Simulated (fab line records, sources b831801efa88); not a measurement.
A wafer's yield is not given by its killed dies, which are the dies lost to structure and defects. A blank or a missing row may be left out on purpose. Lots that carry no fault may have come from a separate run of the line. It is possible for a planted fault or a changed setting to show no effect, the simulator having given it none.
Problem report in the 8D (eight disciplines) form, filled by code    flow gf180mcu    the parts of the form that need people (team, actions taken, sign-off) are left out

1. THE PROBLEM
At GF_HV_LDD_IMPLANT_21, end station pressure torr averages 5.7e-05 Torr over 6 wafers from 2 lots, while fault-free wafers read 5.2e-06 Torr, standard deviation 2.8e-07. So: +99 or more standard deviations from the usual mean.
First seen on wafer L221.1, day 15 10:08, on implanter-03. The record holds 18 wafers of 6 lots with a number at this step. Rule for "out", or "out of limits": more than 4 standard deviations from the usual mean. Any other wafer with a number is counted as sound.

2. WHAT THIS IS AND IS NOT
question                     is                                                        is not
which readings at this step  end station pressure torr, beam on s, faraday current uA  -
which lots                   L221, L222                                                L213, L218, L228, L230
which wafers of those lots   all that have a number                                    -
read on which tools          implanter-03                                              implanter-01, implanter-04
when                         from day 15 10:08                                         up to then (6 sound wafers); but 6 sound wafers of L228, L230 came after

3. THE SUSPECTS, EACH WITH WHAT RULES IT OUT
Counting: a tool at a process step up to the reading stays a suspect if it ran every lot that is out and no sound lot after the first of them.
- implanter-03 at GF_HV_LDD_IMPLANT_21: kept. It ran every lot that is out, first L221 (day 15 10:08), and no sound lot after that; its last sound lot up to then is L213 (day 12 16:03). Out on those wafers are its own readings of beam on s, end station pressure torr, faraday current uA.
Left after counting: implanter-03 at GF_HV_LDD_IMPLANT_21.

4. THE CAUSE (what the simulator had put in)
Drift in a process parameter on implanter-03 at GF_HV_LDD_IMPLANT_21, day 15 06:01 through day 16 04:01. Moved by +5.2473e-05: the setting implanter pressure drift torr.
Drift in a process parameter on implanter-03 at GF_HV_LDD_IMPLANT_21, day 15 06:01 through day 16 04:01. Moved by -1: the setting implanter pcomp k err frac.
This tool alone remained once counting was done.

5. THE EFFECT CHAIN, in route order
One row per reading whose mean, taken over the struck wafers that have a number, lies over 3 standard deviations from the usual. Scope: only readings with a usual standard deviation given in the record; hours: median across lots of the time from each lot's start at the first step in this table that gives one to its start at this step; sigmas: change in usual standard deviations.
hours  step                  reading                    usual         on struck wafers  change    sigmas
0      GF_HV_LDD_IMPLANT_21  beam on s                  10.02 s       11.26             +1.24     +6.2
0      GF_HV_LDD_IMPLANT_21  end station pressure torr  5.2e-06 Torr  5.7e-05           +5.2e-05  +99 or more
0      GF_HV_LDD_IMPLANT_21  faraday current uA         281           253               -28       -5.0
The process steps in it:
- GF_HV_LDD_IMPLANT_21

6. HOW IT WOULD HAVE BEEN CAUGHT EARLIER
In this record no reading fell out of limits until day 15 10:08, 4 hours after the fault had begun at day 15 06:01.
